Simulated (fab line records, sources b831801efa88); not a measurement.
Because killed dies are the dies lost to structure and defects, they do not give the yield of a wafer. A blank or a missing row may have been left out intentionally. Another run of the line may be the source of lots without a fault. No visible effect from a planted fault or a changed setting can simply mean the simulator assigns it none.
The same fault as seen by 2 desks | flow sky130 | each desk holds nothing but its own numbers, with what lay behind them at the end

## AT THE METROLOGY DESK
What the gauges read for every lot (on any tool): the sampled wafers with a number, averaged. A lot is out of limits, marked OUT, if its mean lies more than 4 standard deviations from the usual mean; the brackets give that distance.
Columns: A = VIA2_W_THK at SKY_VIA2_THK_MEAS_23, usual 430 nm
lot  | first seen here | A
L600 | day 36 19:07    | 426
L603 | day 37 17:40    | 426
L606 | day 38 17:56    | 423
L607 | day 39 02:13    | 436
L608 | day 39 14:46    | 433
L609 | day 39 14:55    | 422
L613 | day 41 00:15    | 436
L616 | day 41 16:25    | 431
L619 | day 42 11:23    | 436
L620 | day 42 13:07    | 435
L621 | day 42 20:47    | 441
L622 | day 42 21:20    | 429
This desk found nothing out of limits on any of the 12 lots.

## DESK OF THE TOOL OWNER: rie_diel-01
The tool's own readings at SKY_VIA2_ETCH_14 (etches BARC in N2/H2, stops on SiO2, time 45.9 s, target depth 60 nm): means of the sampled wafers that have a number, for each lot that ran on this tool. A lot is out of limits, marked OUT, if its mean lies more than 4 standard deviations from the usual mean; the brackets give that distance.
Columns: A = drypump_motor_current_A at SKY_VIA2_ETCH_14, usual 5.7 A; B = oes_product_au at SKY_VIA2_ETCH_14, usual 0.856 a.u.; C = rf_fwd_power_W at SKY_VIA2_ETCH_14, usual 494.2 W; D = throttle_valve_pct at SKY_VIA2_ETCH_14, usual 13.225 %
lot  | first seen here | A   | B     | C               | D
L603 | day 37 16:39    | 5.7 | 0.853 | 492.8           | 13.222
L606 | day 38 16:55    | 5.8 | 0.852 | 491.9           | 13.218
L607 | day 39 01:10    | 5.9 | 0.855 | 575.5 (+31) OUT | 13.223
L608 | day 39 13:45    | 5.8 | 0.859 | 573.0 (+30) OUT | 13.229
L620 | day 42 11:42    | 5.9 | 0.859 | 492.6           | 13.222
L621 | day 42 19:46    | 5.8 | 0.853 | 493.7           | 13.228
Finding of this desk: L607, L608 out of limits; the first was L607 at day 39 01:10, on rf_fwd_power_W at SKY_VIA2_ETCH_14. In limits: L603, L606, L620, L621.

## BROUGHT TOGETHER
The tool owner's desk had the chance to raise an alarm at day 39 01:10 on L607, L608.
From the metrology desk's view, nothing was out of limits.
The metrology desk has L607, L608 on record, within its limits.
Of the lots named, all ran SKY_VIA2_ETCH_14 on rie_diel-01.

## WHAT HAD BEEN PUT IN BY THE SIMULATOR
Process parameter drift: rie_diel-01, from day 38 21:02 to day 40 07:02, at SKY_VIA2_ETCH_14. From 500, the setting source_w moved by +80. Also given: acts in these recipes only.
Struck lots among those shown: L607, L608.
Hours from the fault's start to each desk's first reading out of limits: the tool owner's desk, 4.
